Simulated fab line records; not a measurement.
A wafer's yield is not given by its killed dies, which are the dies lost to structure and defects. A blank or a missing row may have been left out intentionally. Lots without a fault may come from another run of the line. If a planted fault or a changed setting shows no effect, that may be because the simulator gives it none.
Which tool is to blame? + flow sky130 + 7 lots with 21 wafers sampled at 2 steps, on a route of 708 steps

## WHAT THE GAUGES SHOWED, per wafer
SKY_LDD_HVN_OVL_MEAS_07.
| lot  | measured     | on         | LDD_HVN_OVL (nm)  |
|------|--------------|------------|-------------------|
| L946 | day 21 11:48 | overlay-02 | 0.2 0.5 1.4       |
| L948 | day 21 12:07 | overlay-02 | 3.4 2.6 3.6       |
| L951 | day 23 16:15 | overlay-01 | 1.2 1.9 1.7       |
| L955 | day 24 05:46 | overlay-01 | -79.7 -80.7 -80.1 |
| L960 | day 25 17:11 | overlay-02 | 0.6 -1.1 -0.1     |
| L965 | day 27 13:44 | overlay-02 | 1.5 -0.6 1.1      |
| L968 | day 28 13:53 | overlay-02 | 0.4 0.7 -0.7      |

## WHAT TOOL EACH LOT RAN ON (gives the tool, then ch and the chambers of the sampled wafers, and finally the start)
| lot  | SKY_LDD_HVN_EXPOSE_04               |
|------|-------------------------------------|
| L946 | iline_stepper-01 ch 0, day 20 20:31 |
| L948 | iline_stepper-02 ch 0, day 20 21:35 |
| L951 | iline_stepper-01 ch 0, day 23 01:01 |
| L955 | iline_stepper-01 ch 0, day 23 15:12 |
| L960 | iline_stepper-02 ch 0, day 25 02:40 |
| L965 | iline_stepper-02 ch 0, day 27 00:16 |
| L968 | iline_stepper-02 ch 0, day 27 23:29 |
- SKY_LDD_HVN_EXPOSE_04: exposes mask HVNTM, target cd 700 nm.

## THE ANSWER, worked out from the rows above alone
Rule: usual is defined by the lots themselves. The widest of any qualifying gaps counts: lots, ordered by their means at a reading, are off when they make up no more than a third of the lots, leave a main group of 4 or more, and stand apart from it by 3 or more times the standard deviation of that group's means. A main group is skipped when, at the precision printed for the reading in the tables above, its means are all equal. Also off: a lot with no number at a reading for which 4 or more lots have one. Any other lot the step has rows for is counted as sound.
Off: at SKY_LDD_HVN_OVL_MEAS_07 (LDD_HVN_OVL), L955. Mean 1.0 nm and standard deviation 1.1 in the main group.
A tool fits if, at a process step before that reading, it ran every lot that is off, and no sound lot after the first of them. Those tools and the gauges at SKY_LDD_HVN_OVL_MEAS_07 are tried in the same way. This does not decide it: 2 tools fit, namely iline_stepper-01 at SKY_LDD_HVN_EXPOSE_04 and overlay-01 at SKY_LDD_HVN_OVL_MEAS_07.

## WHAT THE SIMULATOR HAD PUT IN
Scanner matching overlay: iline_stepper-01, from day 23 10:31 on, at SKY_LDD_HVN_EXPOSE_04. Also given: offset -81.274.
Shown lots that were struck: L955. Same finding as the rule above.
